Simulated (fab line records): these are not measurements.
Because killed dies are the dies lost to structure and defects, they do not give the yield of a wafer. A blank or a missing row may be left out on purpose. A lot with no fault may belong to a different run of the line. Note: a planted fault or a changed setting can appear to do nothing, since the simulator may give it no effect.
Matching of chambers || flow gf180mcu || pecvd-03 running GF_V3_CVD_02: 3 sister chambers
The step deposits SiO2 from TEOS, target thk 850 nm, time 94.851 s. 6 wafers are shown with their chamber, then 8 later ones without.

## WAFERS PAIRED WITH THEIR CHAMBERS
{"wafer": "L089.5", "chamber": 1, "heaterPowerW (W)": 612}
{"wafer": "L089.6", "chamber": 2, "heaterPowerW (W)": 698}
{"wafer": "L090.2", "chamber": 0, "heaterPowerW (W)": 684}
{"wafer": "L090.3", "chamber": 1, "heaterPowerW (W)": 628}
{"wafer": "L090.4", "chamber": 0, "heaterPowerW (W)": 724}
{"wafer": "L092.1", "chamber": 2, "heaterPowerW (W)": 700}

## WAFERS WHOSE CHAMBER IS MISSING
{"wafer": "L092.3", "heaterPowerW (W)": 526}
{"wafer": "L092.4", "heaterPowerW (W)": 597}
{"wafer": "L093.1", "heaterPowerW (W)": 696}
{"wafer": "L093.3", "heaterPowerW (W)": 553}
{"wafer": "L093.6", "heaterPowerW (W)": 580}
{"wafer": "L096.2", "heaterPowerW (W)": 731}
{"wafer": "L096.4", "heaterPowerW (W)": 608}
{"wafer": "L096.6", "heaterPowerW (W)": 676}

## WHICH CHAMBER EACH WENT THROUGH
{"wafer": "L092.3", "from the rows above": 1, "in truth": 1}
{"wafer": "L092.4", "from the rows above": 1, "in truth": 1}
{"wafer": "L093.1", "from the rows above": "can't be placed: 2 or 0", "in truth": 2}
{"wafer": "L093.3", "from the rows above": 1, "in truth": 1}
{"wafer": "L093.6", "from the rows above": 1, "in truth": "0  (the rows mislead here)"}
{"wafer": "L096.2", "from the rows above": "can't be placed: 0 or 2", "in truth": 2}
{"wafer": "L096.4", "from the rows above": 1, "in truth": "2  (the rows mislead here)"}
{"wafer": "L096.6", "from the rows above": "can't be placed: 2 or 0 or 1", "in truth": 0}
Correct placement for 3 of the 8. From these rows, 3 cannot be placed; in 3 the true chamber is one of the candidates. Number placed wrongly: 2.
How it was worked out, from the rows above alone: a wafer's distance from a chamber is the root of the sum, over the readings, of the square of ((its reading less the chamber's mean) divided by the reading's scatter). If the next closest chamber is less than 2 further off than the closest, the wafer can't be placed; otherwise it belongs to the closest. A chamber's mean is the mean of its shown wafers. The scatter is the square root of a quotient: the sum, over the shown wafers, of each reading's squared deviation from its chamber's mean, divided by wafers minus chambers.
